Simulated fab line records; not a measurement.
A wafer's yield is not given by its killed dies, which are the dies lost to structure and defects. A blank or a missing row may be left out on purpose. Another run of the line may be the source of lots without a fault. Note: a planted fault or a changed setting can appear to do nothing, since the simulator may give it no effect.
fab line records ; flow sky130
record: lots: 6; wafers: 16; last_day: 50
route steps=708 shown METAL5@664 PAD_OPEN@708
lots with no fault: from the same line, run without faults
start_h: the number of hours between the record's first day and the start of the first shown wafer of the lot ; wait_h: hours since the lot's step before ; " unchanged from the row above ; L1.1+2: one row covering several wafers at once ; - no value, or no start was given ; * or withheld: withheld ; < > ~ a bound
route shown NAME@n: names a module that has steps shown in the file, with the first one's number in the route ; usual: the fault-free wafers' mean and standard deviation ; same: alike in all rows ; chamber/n: place in a boat ; sites: each site's reading ; _std_site: how widely they spread, as a standard deviation ; _edge_site: mean of outer sites minus mean of inner sites ; radius_mm: for every site, how far away it sits from the centre of the wafer ; mask NAME#n: copy n ; behind: the tool/chamber that last shaped the wafer ; hold: what put the lot on hold/how long, in hours/how the hold closed ; device: names the non-switching transistor (n, p or np) ; end of line: the tests these same wafers got at the end of their route ; where a step has no rows: the recipe by itself ; killed: count of dies lost to structure and defects at first sort (not the wafer's yield) ; map: a wafer's dies, x killed, . not, _ none there
set.NAME: the run value of the setting; set.NAME@STEP: its run value at that earlier step ; model.NAME: the simulator's own value behind a step, which no gauge read
lots at some steps of the route; a table a step, a row a wafer
services: when a tool's chamber went out of use (start_h, in hours from the record's first day, below 0 if earlier), for how many hours, and the reason
== steps ==
step: SKY_METAL5_SPUTTER_03
recipe: material: Ti; target_thk_nm: 5; power_w: 3000; time_s: 3.3; chamber_pressure_pa: 0.4
usual: throttle_valve_pct: 29.9/0.94
lot.wafer;tool;chamber;start_h;wait_h;throttle_valve_pct
L736.2;pvd_sputter-01;-;1007.50;0.0;29.5
L736.5;pvd_sputter-01;-;1007.50;0.0;28.0
L736.6;pvd_sputter-01;-;1007.50;0.0;29.6
L745.3;pvd_sputter-04;-;1065.87;0.0;29.9
L745.6;pvd_sputter-04;-;1065.87;0.0;31.5
L746.4;pvd_sputter-01;-;1073.68;0.0;28.1
L746.6;pvd_sputter-01;-;1073.68;0.0;30.4
L748.1;pvd_sputter-04;-;1083.58;0.0;30.5
L748.5;pvd_sputter-04;-;1083.58;0.0;30.2
L748.6;pvd_sputter-04;-;1083.58;0.0;31.2
L752.1;pvd_sputter-02;-;1126.54;0.0;30.4
L752.4;pvd_sputter-02;-;1126.54;0.0;29.7
L752.6;pvd_sputter-02;-;1126.54;0.0;29.0
L758.4;pvd_sputter-02;-;1147.54;0.0;29.8
L758.5;pvd_sputter-02;-;1147.54;0.0;28.8
L758.6;pvd_sputter-02;-;1147.54;0.0;29.7
step: SKY_METAL5_SPUTTER_04
recipe: material: TiN; target_thk_nm: 70; power_w: 6500; time_s: 58.3; chamber_pressure_pa: 0.4
usual: throttle_valve_pct: 29.9/0.97
lot.wafer;tool;chamber;start_h;wait_h;throttle_valve_pct
L736.2;pvd_sputter-01;-;1007.52;0.0;29.5
L736.5;pvd_sputter-01;-;1007.52;0.0;28.1
L736.6;pvd_sputter-01;-;1007.52;0.0;29.7
L745.3;pvd_sputter-04;-;1065.89;0.0;30.0
L745.6;pvd_sputter-04;-;1065.89;0.0;31.4
L746.4;pvd_sputter-01;-;1073.70;0.0;28.1
L746.6;pvd_sputter-01;-;1073.70;0.0;30.5
L748.1;pvd_sputter-04;-;1083.60;0.0;30.6
L748.5;pvd_sputter-04;-;1083.60;0.0;30.5
L748.6;pvd_sputter-04;-;1083.60;0.0;31.4
L752.1;pvd_sputter-02;-;1126.56;0.0;30.6
L752.4;pvd_sputter-02;-;1126.56;0.0;29.9
L752.6;pvd_sputter-02;-;1126.56;0.0;28.8
L758.4;pvd_sputter-02;-;1147.56;0.0;29.7
L758.5;pvd_sputter-02;-;1147.56;0.0;28.7
L758.6;pvd_sputter-02;-;1147.56;0.0;29.6
step: SKY_METAL5_RS_MEAS_05
recipe: thk_meas_gauge: four-point-probe; reads: TiN_of_METAL5_SPUTTER_04+Ti_of_METAL5_SPUTTER_03+AlCu_of_METAL5_SPUTTER_02+TiN_of_METAL5_SPUTTER_01+Ti_of_METAL5_SPUTTER_00
usual: METAL5_ALCU_RS: 0.02704/0.00025
lot.wafer;tool;chamber;start_h;wait_h;METAL5_ALCU_RS[ohm/sq]
L736.2;film_metro-04;-;1007.59;0.0;0.02731
L736.5;film_metro-04;-;1007.59;0.0;0.02736
L736.6;film_metro-04;-;1007.59;0.0;0.02718
L745.3;film_metro-03;-;1065.97;0.1;0.02665
L745.6;film_metro-03;-;1065.97;0.1;0.02651
L746.4;film_metro-01;-;1073.80;0.1;0.02707
L746.6;film_metro-01;-;1073.80;0.1;0.02717
L748.1;film_metro-04;-;1083.64;0.0;0.02715
L748.5;film_metro-04;-;1083.64;0.0;0.027
L748.6;film_metro-04;-;1083.64;0.0;0.02688
L752.1;film_metro-03;-;1126.61;0.0;0.02717
L752.4;film_metro-03;-;1126.61;0.0;0.02719
L752.6;film_metro-03;-;1126.61;0.0;0.02704
L758.4;film_metro-01;-;1147.67;0.1;0.02678
L758.5;film_metro-01;-;1147.67;0.1;0.02679
L758.6;film_metro-01;-;1147.67;0.1;0.0268
step: SKY_METAL5_THK_MEAS_06
recipe: thk_meas_gauge: xrf; reads: AlCu_of_METAL5_SPUTTER_02
usual: METAL5_ALCU_THK: 1127/12
lot.wafer;tool;chamber;start_h;wait_h;METAL5_ALCU_THK[nm]
L736.2;film_metro-04;-;1007.70;0.1;1120
L736.5;film_metro-04;-;1007.70;0.1;1123
L736.6;film_metro-04;-;1007.70;0.1;1131
L745.3;film_metro-03;-;1066.07;0.1;1138
L745.6;film_metro-03;-;1066.07;0.1;1133
L746.4;film_metro-01;-;1073.89;0.1;1127
L746.6;film_metro-01;-;1073.89;0.1;1122
L748.1;film_metro-04;-;1083.76;0.1;1139
L748.5;film_metro-04;-;1083.76;0.1;1139
L748.6;film_metro-04;-;1083.76;0.1;1147
L752.1;film_metro-03;-;1126.73;0.1;1108
L752.4;film_metro-03;-;1126.73;0.1;1110
L752.6;film_metro-03;-;1126.73;0.1;1120
L758.4;film_metro-01;-;1147.76;0.1;1152
L758.5;film_metro-01;-;1147.76;0.1;1142
L758.6;film_metro-01;-;1147.76;0.1;1139
step: SKY_METAL5_DEHYDRATE_07
recipe: temp_c: 200; time_s: 60
step: SKY_METAL5_HMDS_08
recipe: prime_time_s: 60; prime_temp_c: 120
step: SKY_METAL5_COAT_09
recipe: resist: NOVOLAK; spin_rpm: 3000; resist_thk_nm: 1800
step: SKY_METAL5_SOFTBAKE_10
recipe: temp_c: 90; time_s: 60; resist: NOVOLAK
step: SKY_METAL5_EXPOSE_11
recipe: mask_id: MM5; na: 0.6; source_shape: conventional; sigma_outer: 0.6; polarization: unpolarized; target_cd_nm: 1600; dose_mj: 190
step: SKY_METAL5_PEB_12
recipe: temp_c: withheld; time_s: *; resist: NOVOLAK
step: SKY_METAL5_DEVELOP_13
recipe: resist: NOVOLAK; developer: TMAH; develop_time_s: 60; dev_temp_c: 23
step: SKY_METAL5_DESCUM_14
recipe: chemistry: O2; source_power_w: 150; bias_power_w: 0; pressure_mtorr: 10; temp_c: 40; time_s: 11
usual: drypump_motor_current_A: 5.8/0.51; oes_product_au: 0.999/0.0085; temp_c: 40.00/0.1
lot.wafer;tool;chamber;start_h;wait_h;drypump_motor_current_A;oes_product_au;rf_hours_counter_h;temp_c
L736.2;rie_metal-02;0;1030.90;0.1;5.7;0.993;18;39.94
L736.5;rie_metal-02;0;1030.90;0.1;5.7;0.994;-;39.76
L736.6;rie_metal-02;1;1030.90;0.1;5.7;0.999;-;39.94
L745.3;rie_metal-03;1;1086.36;0.1;6.6;0.996;-;39.93
L745.6;rie_metal-03;0;1086.36;0.1;5.7;0.998;-;39.96
L746.4;rie_metal-03;1;1093.66;0.1;6.6;0.999;-;39.94
L746.6;rie_metal-03;0;1093.66;0.1;5.7;0.995;-;39.96
L748.1;rie_metal-02;0;1104.28;0.1;5.7;1.013;23;40.11
L748.5;rie_metal-02;0;1104.28;0.1;5.7;1.009;-;40.26
L748.6;rie_metal-02;1;1104.28;0.1;5.7;1.011;-;39.93
L752.1;rie_metal-02;0;1145.05;0.1;5.7;0.995;26;40.12
L752.4;rie_metal-02;1;1145.05;0.1;5.7;0.994;-;40.11
L752.6;rie_metal-02;0;1145.05;0.1;5.7;1.000;-;40.01
L758.4;rie_metal-03;1;1165.20;0.1;6.6;1.003;-;39.92
L758.5;rie_metal-03;0;1165.20;0.1;5.7;0.999;-;40.14
L758.6;rie_metal-03;1;1165.20;0.1;6.6;1.003;-;39.96
step: SKY_METAL5_METAL_ETCH_15
recipe: target_depth_a: 12600; stop_on: SiO2; over_etch_frac: 0.2; time_s: 252; chemistry: Cl2/BCl3; resist_sidewall_deg: 86; pressure_mtorr: 10; icp_w: 900; bias_w: 48.5; Cl2_flow_sccm: 60; bcl3_flow_sccm: 30
usual: drypump_motor_current_A: 5.8/0.51; oes_product_au: 0.893/0.0047; throttle_valve_pct: 22.265/0.0099
lot.wafer;tool;chamber;start_h;wait_h;drypump_motor_current_A;oes_product_au;rf_hours_counter_h;throttle_valve_pct;model.NOVOLAK_of_METAL5_COAT_09.thk_nm;model.etch.depth_nm;model.METAL5.feature_depth_nm
L736.2;rie_metal-02;0;1030.93;0.0;5.7;0.889;18;22.250;1030;1252;1252
L736.5;rie_metal-02;0;1030.93;0.0;5.7;0.901;-;22.279;1029;1269;1269
L736.6;rie_metal-02;1;1030.93;0.0;5.7;0.887;-;22.270;1038;1257;1257
L745.3;rie_metal-03;1;1086.46;0.1;6.6;0.891;-;22.269;1037;1263;1263
L745.6;rie_metal-03;0;1086.46;0.1;5.7;0.841;-;22.279;1240;1101;1101
L746.4;rie_metal-03;1;1093.76;0.1;6.6;0.831;-;22.261;1235;1108;1108
L746.6;rie_metal-03;0;1093.76;0.1;5.7;0.823;-;22.268;1239;1094;1094
L748.1;rie_metal-02;0;1104.32;0.0;5.7;0.895;23;22.276;1027;1258;1258
L748.5;rie_metal-02;0;1104.32;0.0;5.7;0.892;-;22.262;1026;1264;1264
L748.6;rie_metal-02;1;1104.32;0.0;5.7;0.889;-;22.271;1019;1253;1253
L752.1;rie_metal-02;0;1145.08;0.0;5.7;0.884;26;22.252;1029;1255;1255
L752.4;rie_metal-02;1;1145.08;0.0;5.7;0.894;-;22.263;1037;1254;1254
L752.6;rie_metal-02;0;1145.08;0.0;5.7;0.892;-;22.279;1032;1263;1263
L758.4;rie_metal-03;1;1165.30;0.1;6.6;0.890;-;22.261;1045;1260;1260
L758.5;rie_metal-03;0;1165.30;0.1;5.7;0.893;-;22.265;1052;1255;1255
L758.6;rie_metal-03;1;1165.30;0.1;6.6;0.891;-;22.248;1054;1256;1256
step: SKY_METAL5_STRIP_16
recipe: chemistry: O2/N2; power_w: 1400; pressure_mtorr: 1500; platen_temp_c: withheld; o2_flow_sccm: 3000; n2_flow_sccm: 300; overash_fraction: 0.5
usual: drypump_motor_current_A: 5.7/0.53; oes_product_au: 0.710/0.004; strip_time_to_endpoint_s: 13.09/0.095
lot.wafer;tool;chamber;start_h;wait_h;drypump_motor_current_A;oes_product_au;rf_hours_counter_h;strip_time_to_endpoint_s
L736.2;plasma_asher-01;1;1031.17;0.2;6.3;0.706;58;13.02
L736.5;plasma_asher-01;1;1031.17;0.2;6.3;0.709;-;13.01
L736.6;plasma_asher-01;0;1031.17;0.2;5.0;0.714;-;13.12
L745.3;plasma_asher-04;1;1086.65;0.1;5.4;0.707;-;13.10
L745.6;plasma_asher-04;1;1086.65;0.1;5.5;0.709;-;15.42
L746.4;plasma_asher-02;0;1093.95;0.1;5.1;0.712;-;15.36
L746.6;plasma_asher-02;1;1093.95;0.1;5.8;0.710;-;15.41
L748.1;plasma_asher-04;0;1104.55;0.2;6.4;0.710;4;12.98
L748.5;plasma_asher-04;1;1104.55;0.2;5.4;0.710;-;12.96
L748.6;plasma_asher-04;0;1104.55;0.2;6.4;0.705;-;12.88
L752.1;plasma_asher-04;1;1145.32;0.2;5.4;0.721;8;12.99
L752.4;plasma_asher-04;0;1145.32;0.2;6.4;0.716;-;13.09
L752.6;plasma_asher-04;1;1145.32;0.2;5.4;0.709;-;13.04
L758.4;plasma_asher-04;1;1165.49;0.1;5.5;0.711;-;13.18
L758.5;plasma_asher-04;1;1165.49;0.1;5.5;0.715;-;13.23
L758.6;plasma_asher-04;0;1165.49;0.1;6.4;0.711;-;13.26
step: SKY_METAL5_STRIP_17
recipe: chemistry: post_etch_residue_remover; time_s: 1200; temp_c: 72.5
step: SKY_PAD_OPEN_PROBE_99
usual: defect_limited_yield: 82.6/1.8; killed_at_M0_to_M3: 43/7; killed_at_M4_up: 3.4/1.9; killed_at_contacts: 24/5.4; killed_at_front_end: 15/4.4; killed_at_other: 0.4/0.63; killed_dies: 86/9.1; killed_on_rim: 16/3.5; killed_open: 46/6.6; killed_short: 39/6.6; sort_bin_3_pad_short: 0.9/0.46; sort_bin_5_function: 10.3/1.4; sort_bin_6_memory: 6.2/1.1; sort_n_pass: 406/9.1; sort_yield_pct: 82.6/1.8
same: gross_dies: 492; killed_at_back_side: 0; sort_bin_4_leakage[%]: 0; sort_bin_8_speed[%]: 0
lot.wafer;tool;chamber;start_h;wait_h;hold;defect_limited_yield[%];killed_at_M0_to_M3;killed_at_M4_up;killed_at_contacts;killed_at_front_end;killed_at_other;killed_dies;killed_on_rim;killed_open;killed_short;sort_bin_3_pad_short[%];sort_bin_5_function[%];sort_bin_6_memory[%];sort_n_pass;sort_yield_pct[%]
L736.2;prober-02;-;1078.20;0.1;-;83.9;32;1;31;15;0;79;15;44;34;0.8;8.7;6.5;413;83.9
L736.5;prober-02;-;1078.35;0.2;-;81.5;54;2;23;11;1;91;21;50;41;1.4;10.6;6.5;401;81.5
L736.6;prober-02;-;1078.40;0.2;-;83.7;50;3;16;10;1;80;14;41;39;0.2;10.4;5.7;412;83.7
L745.3;prober-01;-;1130.87;0.2;await_dispo/6.4h/release;79.9;51;7;21;20;0;99;24;47;52;0.6;11.2;8.3;393;79.9
L745.6;prober-01;-;1131.02;0.2;await_dispo/6.4h/release;0;48;406;21;17;0;492;96;52;35;1.2;92.1;6.7;0;0
L746.4;prober-02;-;1136.61;0.2;await_dispo/10.7h/release;0;45;409;23;15;0;492;96;47;38;1.8;91.7;6.5;0;0
L746.6;prober-02;-;1136.71;0.2;await_dispo/10.7h/release;0;46;404;20;22;0;492;96;54;35;1.4;92.3;6.3;0;0
L748.1;prober-02;-;1147.04;0.1;-;80.9;40;6;30;18;0;94;22;54;40;1.2;10.0;7.9;398;80.9
L748.5;prober-02;-;1147.24;0.2;-;85.4;39;4;16;12;1;72;12;45;27;0.2;8.3;6.1;420;85.4
L748.6;prober-02;-;1147.29;0.2;-;79.3;49;6;27;19;1;102;20;56;46;1.4;13.4;5.9;390;79.3
L752.1;prober-01;-;1182.95;0.1;-;82.5;37;4;21;23;1;86;20;51;35;0.8;10.6;6.1;406;82.5
L752.4;prober-01;-;1183.10;0.2;-;80.7;42;4;26;23;0;95;22;52;43;1.4;13.0;4.9;397;80.7
L752.6;prober-01;-;1183.20;0.2;-;85.2;28;5;21;19;0;73;10;41;32;1.2;7.7;5.9;419;85.2
L758.4;prober-02;-;1201.17;0.2;-;80.9;47;7;23;16;1;94;18;44;49;1.4;10.2;7.5;398;80.9
L758.5;prober-02;-;1201.22;0.2;-;81.5;44;1;30;15;1;91;19;52;39;0.8;11.4;6.3;401;81.5
L758.6;prober-02;-;1201.27;0.2;-;79.5;45;8;30;17;1;101;23;52;48;0.8;12.2;7.5;391;79.5
killed by level:class
L736.2 CONTACT:geometric_particle:open=11 LI_CONTACT:geometric_particle:open=7 FIELD_ISO:geometric_particle:open=6 VIA1:geometric_particle:open=6 VIA2:geometric_particle:open=6 CONTACT:geometric_particle:short=5 VIA3:geometric_particle:open=5 POLY_GATE:geometric_particle:short=4
L736.5 VIA1:geometric_particle:open=14 CONTACT:geometric_particle:open=10 METAL1:geometric_particle:short=7 METAL2:geometric_particle:short=7 VIA3:geometric_particle:open=6 LI_CONTACT:geometric_particle:open=5 VIA2:geometric_particle:open=5 VIA3:geometric_particle:short=5
L736.6 VIA1:geometric_particle:open=15 METAL1:geometric_particle:short=9 CONTACT:geometric_particle:open=7 VIA3:geometric_particle:short=5 LI_CONTACT:geometric_particle:open=4 VIA1:geometric_particle:short=4 VIA2:geometric_particle:open=4 METAL3:geometric_particle:short=4
L745.3 VIA1:geometric_particle:open=10 FIELD_ISO:geometric_particle:short=9 LOCAL_INTERCONNECT:geometric_particle:short=7 METAL2:geometric_particle:short=7 VIA3:geometric_particle:open=7 CONTACT:geometric_particle:open=5 METAL3:geometric_particle:short=5 VIA2:geometric_particle:open=5
L745.6 METAL5:area_etch=405 VIA1:geometric_particle:open=15 CONTACT:geometric_particle:open=11 VIA1:geometric_particle:short=6 FIELD_ISO:geometric_particle:open=5 POLY_GATE:geometric_particle:short=5 CONTACT:geometric_particle:short=5 VIA2:geometric_particle:short=5
L746.4 METAL5:area_etch=407 VIA1:geometric_particle:open=12 FIELD_ISO:geometric_particle:short=8 CONTACT:geometric_particle:open=7 LI_CONTACT:geometric_particle:open=6 CONTACT:geometric_particle:short=6 VIA2:geometric_particle:short=5 METAL2:geometric_particle:short=5
L746.6 METAL5:area_etch=403 VIA1:geometric_particle:open=11 VIA3:geometric_particle:open=10 CONTACT:geometric_particle:open=9 FIELD_ISO:geometric_particle:short=6 VIA2:geometric_particle:open=6 FIELD_ISO:geometric_particle:open=5 POLY_GATE:geometric_particle:open=5
L748.1 VIA1:geometric_particle:open=11 CONTACT:geometric_particle:short=9 FIELD_ISO:geometric_particle:open=7 LI_CONTACT:geometric_particle:open=7 METAL2:geometric_particle:short=7 VIA2:geometric_particle:open=7 LOCAL_INTERCONNECT:geometric_particle:short=6 CONTACT:geometric_particle:open=6
L748.5 VIA3:geometric_particle:open=8 VIA1:geometric_particle:open=8 METAL2:geometric_particle:short=8 CONTACT:geometric_particle:open=5 VIA2:geometric_particle:open=5 LI_CONTACT:geometric_particle:open=4 METAL4:geometric_particle:short=4 FIELD_ISO:geometric_particle:open=3
L748.6 VIA1:geometric_particle:open=17 CONTACT:geometric_particle:open=13 VIA1:geometric_particle:short=8 VIA3:geometric_particle:open=6 METAL4:geometric_particle:short=6 FIELD_ISO:geometric_particle:short=5 LI_CONTACT:geometric_particle:open=5 VIA3:geometric_particle:short=5
L752.1 VIA2:geometric_particle:open=10 CONTACT:geometric_particle:open=9 VIA3:geometric_particle:open=7 FIELD_ISO:geometric_particle:open=6 LI_CONTACT:geometric_particle:open=6 VIA1:geometric_particle:open=5 FIELD_ISO:geometric_particle:short=4 POLY_GATE:geometric_particle:open=4
L752.4 CONTACT:geometric_particle:open=10 LI_CONTACT:geometric_particle:open=8 METAL1:geometric_particle:short=8 VIA1:geometric_particle:open=7 VIA3:geometric_particle:open=7 POLY_GATE:geometric_particle:open=6 POLY_GATE:geometric_particle:short=6 METAL2:geometric_particle:short=5
L752.6 CONTACT:geometric_particle:open=9 POLY_GATE:geometric_particle:open=8 VIA2:geometric_particle:open=7 POLY_GATE:geometric_particle:short=4 CONTACT:geometric_particle:short=4 VIA1:geometric_particle:open=4 FIELD_ISO:geometric_particle:open=3 METAL4:geometric_particle:short=3
L758.4 CONTACT:geometric_particle:open=10 VIA1:geometric_particle:open=7 LI_CONTACT:geometric_particle:open=6 METAL2:geometric_particle:short=6 VIA2:geometric_particle:short=6 METAL4:geometric_particle:short=6 FIELD_ISO:geometric_particle:short=5 METAL1:geometric_particle:short=5
L758.5 LI_CONTACT:geometric_particle:open=11 VIA1:geometric_particle:open=10 CONTACT:geometric_particle:open=7 LOCAL_INTERCONNECT:geometric_particle:short=7 METAL1:geometric_particle:short=7 VIA3:geometric_particle:open=6 FIELD_ISO:geometric_particle:short=5 VIA1:geometric_particle:short=5
L758.6 VIA1:geometric_particle:open=12 CONTACT:geometric_particle:short=11 CONTACT:geometric_particle:open=9 VIA3:geometric_particle:open=7 METAL1:geometric_particle:short=6 POLY_GATE:geometric_particle:open=5 VIA1:geometric_particle:short=5 METAL4:geometric_particle:short=5
map L745.6 (x killed, . not)
__________xxxxxxxxxx_________
________xxxxxxxxxxxxxx_______
______xxxxxxxxxxxxxxxxxx_____
_____xxxxxxxxxxxxxxxxxxxx____
____xxxxxxxxxxxxxxxxxxxxxx___
___xxxxxxxxxxxxxxxxxxxxxxxx__
__xxxxxxxxxxxxxxxxxxxxxxxxxx_
_xxxxxxxxxxxxxxxxxxxxxxxxxxxx
_xxxxxxxxxxxxxxxxxxxxxxxxxxxx
_xxxxxxxxxxxxxxxxxxxxxxxxxxxx
_xxxxxxxxxxxxxxxxxxxxxxxxxxxx
_xxxxxxxxxxxxxxxxxxxxxxxxxxxx
_xxxxxxxxxxxxxxxxxxxxxxxxxxxx
_xxxxxxxxxxxxxxxxxxxxxxxxxxxx
_xxxxxxxxxxxxxxxxxxxxxxxxxxxx
__xxxxxxxxxxxxxxxxxxxxxxxxxx_
___xxxxxxxxxxxxxxxxxxxxxxxx__
____xxxxxxxxxxxxxxxxxxxxxx___
_____xxxxxxxxxxxxxxxxxxxx____
______xxxxxxxxxxxxxxxxxx_____
________xxxxxxxxxxxxxx_______
__________xxxxxxxxxx_________
map L746.4 (x killed, . not)
__________xxxxxxxxxx_________
________xxxxxxxxxxxxxx_______
______xxxxxxxxxxxxxxxxxx_____
_____xxxxxxxxxxxxxxxxxxxx____
____xxxxxxxxxxxxxxxxxxxxxx___
___xxxxxxxxxxxxxxxxxxxxxxxx__
__xxxxxxxxxxxxxxxxxxxxxxxxxx_
_xxxxxxxxxxxxxxxxxxxxxxxxxxxx
_xxxxxxxxxxxxxxxxxxxxxxxxxxxx
_xxxxxxxxxxxxxxxxxxxxxxxxxxxx
_xxxxxxxxxxxxxxxxxxxxxxxxxxxx
_xxxxxxxxxxxxxxxxxxxxxxxxxxxx
_xxxxxxxxxxxxxxxxxxxxxxxxxxxx
_xxxxxxxxxxxxxxxxxxxxxxxxxxxx
_xxxxxxxxxxxxxxxxxxxxxxxxxxxx
__xxxxxxxxxxxxxxxxxxxxxxxxxx_
___xxxxxxxxxxxxxxxxxxxxxxxx__
____xxxxxxxxxxxxxxxxxxxxxx___
_____xxxxxxxxxxxxxxxxxxxx____
______xxxxxxxxxxxxxxxxxx_____
________xxxxxxxxxxxxxx_______
__________xxxxxxxxxx_________
== services ==
tool;chamber;start_h;hours;kind
pvd_sputter-02;-;1024.37;1.9;repair
pvd_sputter-01;-;1025.90;3.3;repair
pvd_sputter-02;-;1046.60;3.0;repair
plasma_asher-04;-;1055.25;9.0;pm
plasma_asher-04;0;1055.25;9.0;vent_cycle
plasma_asher-04;1;1055.25;9.0;vent_cycle
plasma_asher-04;-;1055.50;0.7;repair
plasma_asher-04;0;1064.25;-;clean
plasma_asher-04;1;1064.25;-;clean
rie_metal-03;-;1095.31;0.6;repair
rie_metal-02;0;1161.52;2.6;repair
plasma_asher-01;-;1163.87;4.0;pm
== key ==
first_sign: step: SKY_METAL5_METAL_ETCH_15; reading: oes_product_au; direction: down; sigmas: 13; usual: 0.893; struck: 0.832
effect: step: SKY_METAL5_STRIP_16; reading: strip_time_to_endpoint_s; direction: up; sigmas: 24; usual: *; struck: *
effect: step: SKY_PAD_OPEN_PROBE_99; reading: killed_at_M4_up; direction: up; sigmas: 99+; usual: 3.4; struck: 406.3
model_effect: step: SKY_METAL5_METAL_ETCH_15; value: NOVOLAK_of_METAL5_COAT_09.thk_nm; without: 1043; struck: 1238
more_kills_born_at: SKY_METAL5_METAL_ETCH_15@rie_metal-03: 1215
met_at SKY_METAL5_METAL_ETCH_15
struck_wafers L745.6,L746.4,L746.6
later_rows_left_out L745.6,L746.4,L746.6
fault: kind: process_parameter_drift; tool: rie_metal-03; chamber: -; onset_h: 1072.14; steps: SKY_METAL5_METAL_ETCH_15; channel: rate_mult; offset: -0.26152; shape: step; end_h: 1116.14; scope: struck_wafers_only
later_rows_left_out: the simulator's readings of these wafers behind a module that went badly wrong aren't trusted and aren't shown, but for the sort
